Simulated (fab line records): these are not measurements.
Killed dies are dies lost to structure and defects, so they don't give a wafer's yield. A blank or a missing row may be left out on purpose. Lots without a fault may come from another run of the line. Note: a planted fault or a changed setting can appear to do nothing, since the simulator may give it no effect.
Comparing a struck lot with a sound one || flow gf180mcu || 37 steps out of a route of 602
Sound: the wafers L372.1, L372.3, L372.4. The struck wafers were L385.2, L385.3, L385.4. The cause comes at the end.
Order at every step that has rows: each side's tool, ch and its chambers, its first start. Under that, the readings that differ: sound wafers || struck wafers || difference of the means || sigmas: that difference in standard deviations of wafers without a fault.
alike: readings with means less than 2 such deviations apart, plus words and numbers identical on both sides. not compared: withheld readings, readings lacking a value on some wafer, bounds such as >300 that could conceal the same value, and numbers that have no deviation in the record and whose values overlap.
A row with sigmas, a row that says differs or no value, or rows on one side alone: a step with any of these is where the two part. Numbers that don't overlap but have no deviation are shown without sigmas and don't part them. A reading missing from all wafers of one side parts the sides only when that side holds two or more wafers.

first, 11 steps without rows for these wafers: GF_DUAL_GATE_DEHYDRATE_04 (time 60 s); GF_DUAL_GATE_HMDS_05 (prime time 60 s); GF_DUAL_GATE_COAT_06 (resist thk 1000 nm); GF_DUAL_GATE_SOFTBAKE_07 (time 60 s); GF_DUAL_GATE_EXPOSE_08 (exposes mask Dualgate, target cd 700 nm); GF_DUAL_GATE_PEB_09; GF_DUAL_GATE_DEVELOP_10 (develop time 60 s); GF_DUAL_GATE_WET_ETCH_12 (etches SiO2 in dHF, target depth 13 nm, time 260 s); GF_DUAL_GATE_STRIP_13 (strips in O2/N2); GF_DUAL_GATE_CLEAN_14 (cleans in SC1/SC2, time 150 s); GF_DUAL_GATE_OXIDATION_15 (stabilise 600 s, purge 300 s, target thk 7.098 nm).
GF_POLY_GATE_CVD_00: deposits poly-Si, target thk 200 nm, time 1200 s.
  sound on lpcvd-02 ch 0, day 8 12:59; struck on lpcvd-02 ch 0, day 12 06:05
{"reading": "spike-tc-bottom-C (C)", "sound": "633.9 633.8 635.9", "struck": "622.3 622.3 623.0", "difference": -12.0, "sigmas": -7}
{"reading": "spike-tc-centre-C (C)", "sound": "619.8 618.4 618.9", "struck": "607.9 608.8 607.9", "difference": -10.8, "sigmas": -8}
{"reading": "spike-tc-lower-C (C)", "sound": "619.9 621.3 620.6", "struck": "608.6 606.4 608.9", "difference": -12.6, "sigmas": -9}
{"reading": "spike-tc-top-C (C)", "sound": "636.8 638.2 638.8", "struck": "626.6 625.5 627.7", "difference": -11.3, "sigmas": -7}
{"reading": "spike-tc-upper-C (C)", "sound": "621.0 621.8 620.3", "struck": "607.4 611.0 609.9", "difference": -11.6, "sigmas": -8}
{"reading": "susceptor-temp-C (C)", "sound": "619.85 619.85 620.21", "struck": "608.07 607.77 607.84", "difference": -12.08, "sigmas": -42}
{"reading": "model.poly-Si_of_POLY_GATE_CVD_00.thk-nm (nm)", "sound": "198.2 199.4 199", "struck": "149.4 149.2 151.1", "difference": -49.0, "sigmas": ""}
  alike: pressure-mtorr, zone-power-bottom-pct
GF_POLY_GATE_THK_MEAS_01:
  sound: film-metro-01 at day 8 14:20; struck: film-metro-02 at day 12 08:05
{"reading": "POLY_GATE_CVD_00_THK (nm)", "sound": "198.3 199.5 199.1", "struck": "149.4 149.1 151.3", "difference": -49.0, "sigmas": -25}
then, 9 steps without rows for these wafers: GF_POLY_GATE_DEHYDRATE_02 (time 60 s); GF_POLY_GATE_HMDS_03 (prime time 60 s); GF_POLY_GATE_COAT_04; GF_POLY_GATE_COAT_05 (resist thk 700 nm); GF_POLY_GATE_SOFTBAKE_06 (time 60 s); GF_POLY_GATE_EXPOSE_07 (exposes mask Poly2, target cd 280 nm); GF_POLY_GATE_PEB_08 (peb time 90 s); GF_POLY_GATE_DEVELOP_09 (develop time 60 s); GF_POLY_GATE_ETCH_12 (etches BARC in N2/H2).
GF_POLY_GATE_ETCH_13: etches poly-Si in HBr/Cl2, stops on SiO2, target depth 198.5 nm, time 72.55 s.
  sound on rie-si-02 ch 0,2,3, day 9 07:01; struck on rie-si-01 ch 0,1,2, day 13 04:34
{"reading": "oes-product-au (a.u.)", "sound": "0.975 0.994 0.977", "struck": "0.811 0.803 0.811", "difference": -0.174, "sigmas": -25}
{"reading": "model.etch.depth-nm (nm)", "sound": "198.2 199.4 199", "struck": "149.4 149.2 151.1", "difference": -49.0, "sigmas": ""}
{"reading": "model.POLY_GATE.feature-depth-nm (nm)", "sound": "198.3 199.5 199.1", "struck": "149.5 149.3 151.2", "difference": -49.0, "sigmas": ""}
  alike: HBr_flow_sccm, drypump-motor-current-A, throttle-valve-pct
  not compared: rf-hours-counter-h
then, 12 steps without rows for these wafers: GF_POLY_GATE_STRIP_14 (strips in O2/N2); GF_POLY_GATE_CLEAN_15 (cleans in SC1/SC2, time 150 s); GF_POLY_GATE_OXIDATION_16 (stabilise 600 s, purge 300 s, target thk 4 nm); GF_HV_LDD_DEHYDRATE_00 (time 60 s); GF_HV_LDD_HMDS_01 (prime time 60 s); GF_HV_LDD_COAT_02 (resist thk 1000 nm); GF_HV_LDD_SOFTBAKE_03 (time 60 s); GF_HV_LDD_EXPOSE_04 (exposes mask Nplus LV AREA, target cd 400 nm); GF_HV_LDD_PEB_05; GF_HV_LDD_DEVELOP_06 (develop time 60 s); GF_HV_LDD_IMPLANT_09; GF_HV_LDD_STRIP_10 (strips in O2/N2).
-- the record jumps here: 7 days lie between the struck wafers' starts before and after (it left off in module HV_LDD and takes up again in module SALICIDE, whose first step shown is number 278 of the route) --
GF_SALICIDE_CLEAN_00: cleans in SC1/SC2, time 150 s.
  sound on wet-bench-04 ch 3, day 15 03:13; struck on wet-bench-03 ch 1, day 19 23:07
{"reading": "model.poly-Si_of_POLY_GATE_CVD_00.thk-nm (nm)", "sound": "196.9 198.1 197.7", "struck": "148.1 147.9 149.8", "difference": -49.0, "sigmas": ""}
-- the record jumps here: 13 days lie between the struck wafers' starts before and after (it left off in module SALICIDE and takes up again in module PASSIVATION, whose first step shown is number 602 of the route) --
GF_PASSIVATION_PROBE_99:
  sound: prober-02 at day 29 00:59; struck: prober-01 at day 32 17:59
{"reading": "model.etest.ldpmos_10p0.r-on-ohm-um", "sound": "1.095e+04 1.105e+04 1.108e+04", "struck": "1.055e+04 1.064e+04 1.069e+04", "difference": -4.000e+02, "sigmas": ""}
{"reading": "model.etest.pmos_6p0.r-on-ohm-um", "sound": "6422 6459 6410", "struck": "5924 6001 6048", "difference": -439, "sigmas": ""}
{"reading": "model.etest.ppoly-u.line-ohm-um", "sound": "437 421.5 427.2", "struck": "512.4 507.7 509.1", "difference": "+81.2", "sigmas": ""}
{"reading": "model.etest.npoly-u.line-ohm-um", "sound": "379.8 377.9 374.2", "struck": "460.2 463.2 452.6", "difference": "+81.4", "sigmas": ""}
{"reading": "model.etest.ppoly-u.rs-ohm-sq", "sound": "351 335 335.6", "struck": "402.9 408.5 399.7", "difference": "+63.2", "sigmas": ""}
{"reading": "model.etest.npoly-u.rs-ohm-sq", "sound": "305.8 300.4 298.5", "struck": "368.1 367.3 363.4", "difference": "+64.7", "sigmas": ""}
{"reading": "model.etest.pmos_6p0.drive-ua-um", "sound": "285.3 285.2 287.5", "struck": "322.1 321.1 311.1", "difference": "+32.1", "sigmas": ""}
{"reading": "model.etest.ldpmos_10p0.drive-ua-um", "sound": "257.2 261.1 257.7", "struck": "287.7 286.4 279", "difference": "+25.7", "sigmas": ""}

## WHERE THEY PART
At GF_POLY_GATE_CVD_00 first; at GF_POLY_GATE_ETCH_13 last (within this record only).

WHY: the cause the simulator had injected
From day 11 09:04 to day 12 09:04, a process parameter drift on lpcvd-02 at GF_POLY_GATE_CVD_00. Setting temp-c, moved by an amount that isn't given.
